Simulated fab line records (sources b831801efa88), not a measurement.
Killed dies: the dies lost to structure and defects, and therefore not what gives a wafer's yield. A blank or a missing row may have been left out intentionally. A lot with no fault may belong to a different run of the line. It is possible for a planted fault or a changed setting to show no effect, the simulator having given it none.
Lot-split experiment / flow sfq line / 23 wafers read across 5 lots, on a route 325 steps long

== ABOUT THE SPLIT ==
At SFQ_TRILAYER_I0_VIA_LITHO_PEB_034 (peb time 60 s), the setting peb temp c was moved away from the recipe's 115 C on 8 of the 23 wafers read, by -1.0% to +2.4%. This setting was run at the recipe's value on the other wafers.

There is no step in the file separating the split from the reading.

== THE READING ==
I0.cd nm (the simulator's own value, which no gauge read), in nm, at SFQ_TRILAYER_I0_VIA_BARC_OPEN_VIA_ETCH_046 (etches BARC in O2, target depth 125 nm, time 41.7 s). The file gives no usual value for it. Average 500.0 nm, standard deviation 1.1 nm, over the 15 wafers here run with the recipe.

wafer=L074.1; tool, chamber at the split=litho track-04, 0; peb temp c as run, C=115; against the recipe=recipe; I0.cd nm, nm=498.3; against lot-mates on the recipe=-
wafer=L074.2; tool, chamber at the split=litho track-04, 0; peb temp c as run, C=115; against the recipe=recipe; I0.cd nm, nm=501.1; against lot-mates on the recipe=-
wafer=L074.3; tool, chamber at the split=litho track-04, 0; peb temp c as run, C=115; against the recipe=recipe; I0.cd nm, nm=498.9; against lot-mates on the recipe=-
wafer=L074.4; tool, chamber at the split=litho track-04, 0; peb temp c as run, C=115; against the recipe=recipe; I0.cd nm, nm=502.3; against lot-mates on the recipe=-
wafer=L074.5; tool, chamber at the split=litho track-04, 0; peb temp c as run, C=115; against the recipe=recipe; I0.cd nm, nm=499.8; against lot-mates on the recipe=-
wafer=L077.1; tool, chamber at the split=litho track-04, 0; peb temp c as run, C=115; against the recipe=recipe; I0.cd nm, nm=499.2; against lot-mates on the recipe=-
wafer=L077.3; tool, chamber at the split=litho track-04, 0; peb temp c as run, C=115; against the recipe=recipe; I0.cd nm, nm=500.5; against lot-mates on the recipe=-
wafer=L077.4; tool, chamber at the split=litho track-04, 0; peb temp c as run, C=113.9; against the recipe=-1.0%; I0.cd nm, nm=478.2; against lot-mates on the recipe=-21.4
wafer=L077.5; tool, chamber at the split=litho track-04, 0; peb temp c as run, C=115; against the recipe=recipe; I0.cd nm, nm=499.1; against lot-mates on the recipe=-
wafer=L077.6; tool, chamber at the split=litho track-04, 0; peb temp c as run, C=113.9; against the recipe=-1.0%; I0.cd nm, nm=477.9; against lot-mates on the recipe=-21.7
wafer=L078.1; tool, chamber at the split=litho track-04, 0; peb temp c as run, C=116.3; against the recipe=+1.1%; I0.cd nm, nm=521.7; against lot-mates on the recipe=+21.4
wafer=L078.2; tool, chamber at the split=litho track-04, 0; peb temp c as run, C=116.3; against the recipe=+1.1%; I0.cd nm, nm=522.9; against lot-mates on the recipe=+22.6
wafer=L078.3; tool, chamber at the split=litho track-04, 0; peb temp c as run, C=115; against the recipe=recipe; I0.cd nm, nm=499.7; against lot-mates on the recipe=-
wafer=L078.5; tool, chamber at the split=litho track-04, 0; peb temp c as run, C=115; against the recipe=recipe; I0.cd nm, nm=500.9; against lot-mates on the recipe=-
wafer=L078.6; tool, chamber at the split=litho track-04, 0; peb temp c as run, C=116.3; against the recipe=+1.1%; I0.cd nm, nm=521.7; against lot-mates on the recipe=+21.4
wafer=L080.2; tool, chamber at the split=litho track-01, 0; peb temp c as run, C=115; against the recipe=recipe; I0.cd nm, nm=499.6; against lot-mates on the recipe=-
wafer=L080.5; tool, chamber at the split=litho track-01, 0; peb temp c as run, C=115; against the recipe=recipe; I0.cd nm, nm=499.8; against lot-mates on the recipe=-
wafer=L080.6; tool, chamber at the split=litho track-01, 0; peb temp c as run, C=115; against the recipe=recipe; I0.cd nm, nm=498.7; against lot-mates on the recipe=-
wafer=L083.1; tool, chamber at the split=litho track-01, 0; peb temp c as run, C=117.8; against the recipe=+2.4%; I0.cd nm, nm=545.4; against lot-mates on the recipe=+44.4
wafer=L083.2; tool, chamber at the split=litho track-01, 0; peb temp c as run, C=115; against the recipe=recipe; I0.cd nm, nm=501.2; against lot-mates on the recipe=-
wafer=L083.3; tool, chamber at the split=litho track-01, 0; peb temp c as run, C=115; against the recipe=recipe; I0.cd nm, nm=500.7; against lot-mates on the recipe=-
wafer=L083.5; tool, chamber at the split=litho track-01, 0; peb temp c as run, C=117.8; against the recipe=+2.4%; I0.cd nm, nm=547.1; against lot-mates on the recipe=+46.2
wafer=L083.6; tool, chamber at the split=litho track-01, 0; peb temp c as run, C=117.8; against the recipe=+2.4%; I0.cd nm, nm=545.6; against lot-mates on the recipe=+44.7

FIT RESULTS
A straight line over all 23 wafers: I0.cd nm changes by +19.5 nm for each +1% of peb temp c; r = +1.00; the points scatter about the line by 1.4 nm.
The same after taking each lot's own level away (the mean of its wafers on the recipe; 23 wafers): +19.1 nm for each +1%; r = +1.00; scatter 1.4 nm.
On that fit, the largest move of peb temp c shifts the reading by 47 nm.
Across the lots, their own levels run from 499.37 to 500.95 nm, a range of 1.5 times the standard deviation given above.
The two slopes are in agreement: the lot-to-lot level therefore moves the slope only a little.
Check: +46.7 nm against its lot-mates is what the line predicts for one of the wafers moved furthest among these (+2.4%) when that wafer is left out of the fit. It came out at +44.4 nm against them.

== THE OTHER SPLITS THESE WAFERS WENT THROUGH ==
Note: prior to the reading, these wafers also went through further splits. Each is held against what the fit with the lots' levels taken away leaves over:
other split on the same wafers=SFQ_TRILAYER_INCOMING_OXIDATION_002 temp c; wafers away from the commonest value=15; r with I0.cd nm (lot level and that fit taken away)=-0.18
other split on the same wafers=SFQ_TRILAYER_L0_LITHO_COAT_005 resist thk nm; wafers away from the commonest value=5; r with I0.cd nm (lot level and that fit taken away)=+0.40
other split on the same wafers=SFQ_TRILAYER_L0_CAP_PECVD_011 time s; wafers away from the commonest value=10; r with I0.cd nm (lot level and that fit taken away)=+0.22
other split on the same wafers=SFQ_TRILAYER_L0_VIA_BARC_OPEN_VIA_ETCH_021 time s; wafers away from the commonest value=5; r with I0.cd nm (lot level and that fit taken away)=-0.15
other split on the same wafers=SFQ_TRILAYER_M0_LITHO_COAT_026 resist thk nm; wafers away from the commonest value=8; r with I0.cd nm (lot level and that fit taken away)=-0.04
other split on the same wafers=SFQ_TRILAYER_M0_LITHO_PEB_024 peb time s; wafers away from the commonest value=6; r with I0.cd nm (lot level and that fit taken away)=+0.20

== FILE'S OWN FIT ==
I0.cd nm changes by +19.1 nm for each +1% of peb temp c, r = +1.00.
